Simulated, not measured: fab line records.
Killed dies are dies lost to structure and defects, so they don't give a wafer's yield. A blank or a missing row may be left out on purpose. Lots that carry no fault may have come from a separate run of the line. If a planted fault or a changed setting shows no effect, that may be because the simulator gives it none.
Which tool is to blame? | flow gf180mcu | 36 wafers from 12 lots sampled at 2 of the route's 602 steps

## WHAT THE GAUGES READ, wafer by wafer
GF_V1_BOW_MEAS_05.
lot  | measured     | on            | V1_BOW (um)
L075 | day 17 05:56 | film_metro-01 | 98 79 76
L077 | day 18 03:53 | film_metro-03 | 96 78 79
L079 | day 18 17:14 | film_metro-02 | 79 82 83
L081 | day 19 07:44 | film_metro-01 | 76 85 78
L083 | day 20 05:23 | film_metro-03 | 83 74 72
L085 | day 20 20:16 | film_metro-03 | 85 98 85
L087 | day 21 16:54 | film_metro-02 | 95 101 85
L089 | day 23 01:26 | film_metro-02 | 72 75 79
L091 | day 24 06:32 | film_metro-01 | 71 86 98
L093 | day 24 23:13 | film_metro-02 | 89 84 87
L096 | day 25 13:10 | film_metro-01 | 83 74 89
L095 | day 25 15:50 | film_metro-01 | 102 93 94

## WHAT TOOL EACH LOT RAN ON (gives the tool, then ch and the chambers of the sampled wafers, and finally the start)
lot  | GF_M1_SPUTTER_04
L075 | pvd_sputter-03, day 16 06:19
L077 | pvd_sputter-02, day 17 03:38
L079 | pvd_sputter-01, day 17 16:25
L081 | pvd_sputter-03, day 18 06:44
L083 | pvd_sputter-02, day 19 03:50
L085 | pvd_sputter-03, day 19 19:02
L087 | pvd_sputter-01, day 20 15:44
L089 | pvd_sputter-03, day 22 00:52
L091 | pvd_sputter-01, day 23 06:22
L093 | pvd_sputter-02, day 23 23:39
L096 | pvd_sputter-03, day 24 14:32
L095 | pvd_sputter-03, day 24 17:06
- GF_M1_SPUTTER_04: material TiN, target thk 50 nm, time 41.7 s.

## THE ANSWER, worked out from the rows above alone
Rule: usual is defined by the lots themselves. The widest of any qualifying gaps counts: lots, ordered by their means at a reading, are off when they make up no more than a third of the lots, leave a main group of 4 or more, and stand apart from it by 3 or more times the standard deviation of that group's means. A main group whose means are all the same, to the digits that the tables above print for the reading, isn't used. A lot without any number at a reading at which 4 lots or more have one is off too. All remaining lots with rows at the step are treated as sound.
None of the lots is off at any reading shown; this tells nothing.

## WHAT HAD BEEN PUT IN BY THE SIMULATOR
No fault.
